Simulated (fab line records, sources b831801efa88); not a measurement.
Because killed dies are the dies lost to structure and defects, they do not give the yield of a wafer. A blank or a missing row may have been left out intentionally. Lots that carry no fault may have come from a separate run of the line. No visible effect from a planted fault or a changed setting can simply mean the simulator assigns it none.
fab line records    flow sky130
[record] lots = 5  wafers = 15  last-day = 50
route steps=708 shown VT_ADJUST_LVTN@111 VT_ADJUST_NCORE@119 PAD_OPEN@708
lots with no fault: from the same line, run without faults
start-h: hours from the record's opening day to when the first of the lot's shown wafers began    wait-h: hours elapsed since this lot's preceding step    " repeats the value in the row above    L1.1+2: a row that stands for several wafers    - value missing, or start not given    * or withheld: withheld    < > ~ a bound
route shown NAME@n: NAME is a module with steps in the file, n the number in the route of the first one    usual: mean/standard deviation of fault-free wafers    same: alike in all rows    chamber/n: place in a boat    sites: the reading at each site    _std_site: the standard deviation of these    _edge_site: mean of outer sites minus mean of inner sites    radius-mm: for every site, how far away it sits from the centre of the wafer    mask NAME#n: copy n    behind: the last tool/chamber to shape the wafer    hold: the reason the lot was held/the length of the hold in hours/how it ended    device: the transistor (n, p or np) that didn't switch    end of line: tests run on the same wafers once the route is complete    step lacking rows: just its recipe    killed: count of dies lost to structure and defects at first sort (not the wafer's yield)    map: per-die view of a wafer (x killed, . not killed, _ where there is no die)
set.NAME: the run value of the setting; set.NAME@STEP: its run value at that earlier step    model.NAME: the simulator's own value behind a step, which no gauge read
lots seen at some steps along the route; tables by step, rows by wafer
services: the hour from which a tool's chamber was out of use, counted from the record's first day as start-h (under 0 if before that day), plus the number of hours and why
[[steps]]
[step SKY_VT_ADJUST_LVTN_SOFTBAKE_14]
[recipe] temp-c = 90  time-s = 60  resist = NOVOLAK
[step SKY_VT_ADJUST_LVTN_EXPOSE_15]
[recipe] mask-id = HVN_STD_DERIVED  na = 0.6  source-shape = conventional  sigma-outer = 0.6  polarization = unpolarized  target-cd-nm = 600  dose-mj = 163
[step SKY_VT_ADJUST_LVTN_PEB_16]
[recipe] temp-c = withheld  time-s = *  resist = NOVOLAK
[step SKY_VT_ADJUST_LVTN_DEVELOP_17]
[recipe] resist = NOVOLAK  developer = TMAH  develop-time-s = 60  dev-temp-c = 23
[step SKY_VT_ADJUST_LVTN_OVL_MEAS_18]
[usual] VT_ADJUST_LVTN_01_OVL = 0.1/1.2
lot.wafer  tool        chamber  start-h  wait-h  VT_ADJUST_LVTN_01_OVL[nm]
L424.2     overlay-01  -        234.55   0.1     1.7
L424.4     "           -        "        "       -0.4
L424.6     "           -        "        "       0.8
L430.1     overlay-01  -        274.59   0.1     0.8
L430.2     "           -        "        "       -0.5
L430.4     "           -        "        "       -0.6
L432.2     overlay-01  -        290.00   0.1     -0.1
L432.5     "           -        "        "       0.3
L432.6     "           -        "        "       -0.6
L433.2     overlay-01  -        296.93   0.1     0.1
L433.3     "           -        "        "       -0.8
L433.6     "           -        "        "       0.4
L437.1     overlay-02  -        319.18   0.1     1.4
L437.3     "           -        "        "       0.5
L437.6     "           -        "        "       0.4
[step SKY_VT_ADJUST_LVTN_IMPLANT_19]
[recipe] species = B  energy-kev = 30  dose-cm2 = 6.5e+11  tilt-deg = withheld
[step SKY_VT_ADJUST_LVTN_STRIP_20]
[recipe] chemistry = O2/N2  power-w = 1400  pressure-mtorr = 1500  platen-temp-c = withheld  o2-flow-sccm = 3000  n2-flow-sccm = 300  overash-fraction = 0.5
[usual] chamber-pressure-mTorr = 1499.8/1.4  drypump-motor-current-A = 5.6/0.46  oes-product-au = 0.716/0.0045  strip-time-to-endpoint-s = 14.26/0.031
lot.wafer  tool             chamber  start-h  wait-h  chamber-pressure-mTorr  drypump-motor-current-A  oes-product-au  rf-hours-counter-h  strip-time-to-endpoint-s
L424.2     plasma-asher-03  0        234.73   0.1     1500.7                  6.3                      0.715           54                  14.26
L424.4     "                1        "        "       1496.9                  5.9                      0.705           -                   14.28
L424.6     "                1        "        "       1499.4                  5.9                      0.710           -                   14.28
L430.1     plasma-asher-01  1        274.78   0.1     1497.7                  6.2                      0.711           14                  14.25
L430.2     "                0        "        "       1498.2                  5.4                      0.710           14                  14.21
L430.4     "                0        "        "       1500.7                  5.4                      0.711           -                   14.19
L432.2     plasma-asher-02  0        290.18   0.1     1500.8                  5.2                      0.714           48                  14.27
L432.5     "                0        "        "       1500.0                  5.2                      0.721           -                   14.28
L432.6     "                1        "        "       1497.7                  5.2                      0.712           -                   14.27
L433.2     plasma-asher-01  1        297.11   0.1     1500.0                  6.2                      0.708           16                  14.27
L433.3     "                1        "        "       1502.5                  6.2                      0.717           -                   14.32
L433.6     "                0        "        "       1500.0                  5.4                      0.716           -                   14.34
L437.1     plasma-asher-01  1        319.36   0.1     1499.5                  6.2                      0.719           18                  14.30
L437.3     "                1        "        "       1497.9                  6.2                      0.714           -                   14.27
L437.6     "                1        "        "       1499.8                  6.2                      0.720           -                   14.25
[step SKY_VT_ADJUST_LVTN_TW_MEAS_21]
[usual] VT_ADJUST_LVTN_2_TW = 187.7/1.6
lot.wafer  tool           chamber  start-h  wait-h  VT_ADJUST_LVTN_2_TW
L424.2     film-metro-04  -        234.84   0.1     187.4
L424.4     "              -        "        "       187.3
L424.6     "              -        "        "       188.7
L430.1     film-metro-01  -        274.89   0.1     186.2
L430.2     "              -        "        "       187.5
L430.4     "              -        "        "       187.1
L432.2     film-metro-04  -        290.29   0.1     189.6
L432.5     "              -        "        "       190.8
L432.6     "              -        "        "       189.7
L433.2     film-metro-04  -        297.22   0.1     189.7
L433.3     "              -        "        "       190.0
L433.6     "              -        "        "       189.2
L437.1     film-metro-01  -        319.46   0.1     187.1
L437.3     "              -        "        "       188.0
L437.6     "              -        "        "       188.1
[step SKY_VT_ADJUST_NCORE_DEHYDRATE_00]
[recipe] temp-c = 200  time-s = 60
[step SKY_VT_ADJUST_NCORE_HMDS_01]
[recipe] prime-time-s = 60  prime-temp-c = 120
[step SKY_VT_ADJUST_NCORE_COAT_02]
[recipe] resist = NOVOLAK  spin-rpm = 3000  resist-thk-nm = 1140
[step SKY_VT_ADJUST_NCORE_SOFTBAKE_03]
[recipe] temp-c = 90  time-s = 60  resist = NOVOLAK
[step SKY_VT_ADJUST_NCORE_EXPOSE_04]
[recipe] mask-id = LVTN_COMPLEMENT_THIN  na = 0.6  source-shape = conventional  sigma-outer = 0.6  polarization = unpolarized  target-cd-nm = 380  dose-mj = 139
[usual] exposure-dose-mJ-cm2 = 138.98/0.14
lot.wafer  tool              chamber  start-h  wait-h  mask                    exposure-dose-mJ-cm2
L424.2     iline-stepper-01  0        246.17   -       LVTN_COMPLEMENT_THIN#0  140.06
L424.4     "                 0        "        "       LVTN_COMPLEMENT_THIN#0  139.99
L424.6     "                 0        "        "       LVTN_COMPLEMENT_THIN#0  139.93
L430.1     iline-stepper-02  0        287.87   -       LVTN_COMPLEMENT_THIN#0  138.92
L430.2     "                 0        "        "       LVTN_COMPLEMENT_THIN#0  138.85
L430.4     "                 0        "        "       LVTN_COMPLEMENT_THIN#0  138.82
L432.2     iline-stepper-02  0        303.09   -       LVTN_COMPLEMENT_THIN#0  138.85
L432.5     "                 0        "        "       LVTN_COMPLEMENT_THIN#0  138.90
L432.6     "                 0        "        "       LVTN_COMPLEMENT_THIN#0  138.92
L433.2     iline-stepper-01  0        310.32   -       LVTN_COMPLEMENT_THIN#0  138.96
L433.3     "                 0        "        "       LVTN_COMPLEMENT_THIN#0  138.92
L433.6     "                 0        "        "       LVTN_COMPLEMENT_THIN#0  138.90
L437.1     iline-stepper-01  0        332.54   -       LVTN_COMPLEMENT_THIN#0  138.98
L437.3     "                 0        "        "       LVTN_COMPLEMENT_THIN#0  139.00
L437.6     "                 0        "        "       LVTN_COMPLEMENT_THIN#0  139.12
[step SKY_VT_ADJUST_NCORE_PEB_05]
[recipe] temp-c = withheld  time-s = *  resist = NOVOLAK
[step SKY_PAD_OPEN_PROBE_99]
[usual] killed_at_M0_to_M3 = 43/7.7  killed_at_M4_up = 3.4/1.9  killed-at-contacts = 25/5.6  killed-at-front-end = 14/4.3  killed-at-other = 0.2/0.5  killed-dies = 86/10  killed-open = 47/7.2  killed-short = 39/6.7
[same] gross-dies = 492  killed-at-back-side = 0
lot.wafer  tool       chamber  start-h  wait-h  killed_at_M0_to_M3  killed_at_M4_up  killed-at-contacts  killed-at-front-end  killed-at-other  killed-dies  killed-open  killed-short
L424.2     prober-02  -        1143.19  0.1     52                  3                16                  10                   1                82           54           28
L424.4     prober-02  -        1143.29  0.2     31                  3                20                  9                    0                63           34           29
L424.6     prober-02  -        1143.39  0.2     48                  1                27                  5                    0                81           54           27
L430.1     prober-01  -        1179.50  0.1     54                  3                13                  17                   3                90           42           48
L430.2     prober-01  -        1179.55  0.1     44                  2                20                  15                   0                81           39           42
L430.4     prober-01  -        1179.65  0.2     46                  6                20                  14                   0                86           47           39
L433.2     prober-01  -        1186.31  0.1     43                  10               23                  9                    1                86           51           35
L433.3     prober-01  -        1186.36  0.2     51                  7                21                  15                   0                94           45           49
L433.6     prober-01  -        1186.51  0.2     48                  3                23                  19                   0                93           59           34
// killed by level:class
L424.2 VIA1:geometric-particle:open=15 VIA3:geometric-particle:open=13 VIA1:geometric-particle:short=7 CONTACT:geometric-particle:open=6 VIA2:geometric-particle:open=6 LI_CONTACT:geometric-particle:open=5 FIELD_ISO:geometric-particle:open=4 CONTACT:geometric-particle:short=3
L424.4 LI_CONTACT:geometric-particle:open=7 VIA1:geometric-particle:open=5 VIA3:geometric-particle:open=5 METAL1:geometric-particle:short=5 METAL2:geometric-particle:short=5 VIA2:geometric-particle:open=5 FIELD_ISO:geometric-particle:open=4 LI_CONTACT:geometric-particle:short=4
L424.6 VIA1:geometric-particle:open=18 CONTACT:geometric-particle:open=8 LI_CONTACT:geometric-particle:open=8 VIA2:geometric-particle:open=8 VIA3:geometric-particle:open=6 METAL2:geometric-particle:short=5 LOCAL_INTERCONNECT:geometric-particle:short=4 CONTACT:geometric-particle:short=3
L430.1 METAL1:geometric-particle:short=12 VIA3:geometric-particle:open=7 VIA1:geometric-particle:open=7 VIA3:geometric-particle:short=6 METAL2:geometric-particle:short=6 VIA1:geometric-particle:short=5 FIELD_ISO:geometric-particle:open=4 POLY_GATE:geometric-particle:open=4
L430.2 VIA2:geometric-particle:open=7 VIA1:geometric-particle:open=7 LI_CONTACT:geometric-particle:open=6 LOCAL_INTERCONNECT:geometric-particle:short=6 VIA3:geometric-particle:open=5 METAL1:geometric-particle:short=5 POLY_GATE:geometric-particle:open=4 CONTACT:geometric-particle:open=4
L430.4 CONTACT:geometric-particle:open=9 VIA1:geometric-particle:open=9 FIELD_ISO:geometric-particle:open=7 VIA3:geometric-particle:open=7 METAL1:geometric-particle:short=7 VIA2:geometric-particle:open=6 METAL2:geometric-particle:short=5 LOCAL_INTERCONNECT:geometric-particle:short=4
L433.2 CONTACT:geometric-particle:open=11 VIA1:geometric-particle:open=11 METAL4:geometric-particle:short=8 VIA2:geometric-particle:open=6 VIA3:geometric-particle:open=6 METAL1:geometric-particle:short=5 METAL2:geometric-particle:short=5 LI_CONTACT:geometric-particle:open=4
L433.3 METAL2:geometric-particle:short=10 LI_CONTACT:geometric-particle:open=8 VIA3:geometric-particle:open=8 CONTACT:geometric-particle:open=7 VIA1:geometric-particle:short=7 VIA1:geometric-particle:open=6 FIELD_ISO:geometric-particle:short=5 VIA2:geometric-particle:short=5
L433.6 VIA1:geometric-particle:open=13 VIA2:geometric-particle:open=9 CONTACT:geometric-particle:open=8 FIELD_ISO:geometric-particle:open=6 LI_CONTACT:geometric-particle:open=6 CONTACT:geometric-particle:short=6 VIA1:geometric-particle:short=6 VIA3:geometric-particle:open=5
[[services]]
tool             chamber  start-h  hours  kind
plasma-asher-02  -        238.85   1.7    repair
plasma-asher-02  -        281.11   0.3    repair
plasma-asher-03  -        289.90   7.0    repair
[[key]]
[first-sign] step = SKY_VT_ADJUST_NCORE_EXPOSE_04  reading = exposure-dose-mJ-cm2  direction = up  sigmas = 7  usual = *  struck = *
effect none on later readings
met-at SKY_VT_ADJUST_NCORE_EXPOSE_04
struck-wafers L424.2,L424.4,L424.6
tester-left-out L424
[loop-trim] step = SKY_VT_ADJUST_NCORE_EXPOSE_04  setting = dose  lots = L424
[fault] kind = process-parameter-drift  tool = iline-stepper-01  chamber = -  onset-h = 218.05  steps = SKY_VT_ADJUST_NCORE_EXPOSE_04  channel = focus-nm  offset = 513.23  spread-by-wafer = 0.3  shape = step  end-h = 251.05
// tester-left-out: of these lots the tester's yield and bins aren't shown, on N5 and GAA mostly nor the transistor test; their killed dies are dies lost to structure and defects alone, not to doping, threshold or leakage, so they don't give the yield
// loop-trim: a control loop set the setting to another value than it would have without faults
